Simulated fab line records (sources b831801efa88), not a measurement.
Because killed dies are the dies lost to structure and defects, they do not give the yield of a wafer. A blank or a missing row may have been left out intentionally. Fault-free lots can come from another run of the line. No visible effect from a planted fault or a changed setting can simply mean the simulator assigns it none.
Which tool is to blame? | flow sky130 | Sampling: 7 lots, 21 wafers, 2 of 708 route steps

## WHAT EACH GAUGE READ, for each wafer
SKY_NWELL_OVL_MEAS_10.
lot  | measured    | on         | NWELL_00_OVL (nm)
L595 | day 4 19:01 | overlay-02 | -2.5 -1.2 -1.8
L597 | day 5 07:17 | overlay-02 | -1.1 -2.5 -0.7
L600 | day 6 02:47 | overlay-02 | -2.0 -2.7 -1.1
L605 | day 7 08:18 | overlay-02 | 0.5 -0.8 -0.6
L607 | day 7 21:49 | overlay-02 | - - -
L609 | day 8 05:46 | overlay-01 | - - -
L614 | day 9 11:48 | overlay-02 | 0.4 0.1 -0.3

## EACH LOT AND THE TOOL THAT RAN IT (in order: tool; ch and the chambers of the sampled wafers; start)
lot  | SKY_NWELL_COAT_05
L595 | lithoTrack-04 ch 0, day 4 09:50
L597 | lithoTrack-01 ch 0, day 4 22:56
L600 | lithoTrack-01 ch 0, day 5 18:05
L605 | lithoTrack-02 ch 0, day 6 21:55
L607 | lithoTrack-01, day 7 11:59
L609 | lithoTrack-01, day 7 18:26
L614 | lithoTrack-04 ch 0, day 9 00:41
- SKY_NWELL_COAT_05: resist thk 3000 nm.

## THE ANSWER, worked out from the rows above alone
Rule: what is usual is taken from the lots themselves. Put in order of their means at a reading, lots are off if they are a third of the lots or fewer, leave a main group of 4 or more, and stand apart from it by a gap of 3 or more times the standard deviation of the main group's means; of several such gaps the widest counts. The tables above print the reading to a certain number of digits; a main group whose means all agree to those digits is not used. Also off: a lot with no number at a reading for which 4 or more lots have one. Any other lot the step has rows for is counted as sound.
Off: L607, L609, at SKY_NWELL_OVL_MEAS_10 (NWELL_00_OVL). Without a number there: L607, L609. For the main group the mean is -1.1 nm and the standard deviation 0.82.
If a tool, at a process step before that reading, ran all the lots that are off and no sound lot after the first of them, it fits. Gauges at SKY_NWELL_OVL_MEAS_10: tried the same way as those tools. One fits: SKY_NWELL_COAT_05 on lithoTrack-01. A fault onset in the window from L600 (day 5 18:05, its last sound lot) to L607 (day 7 11:59, its first lot off) fits.

## WHAT HAD BEEN PUT IN BY THE SIMULATOR
Entire step skipped (lithoTrack-01, SKY_NWELL_COAT_05), from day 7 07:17 onward. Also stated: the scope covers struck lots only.
Struck lots among those shown: L607, L609. The rule given above showed the same thing.
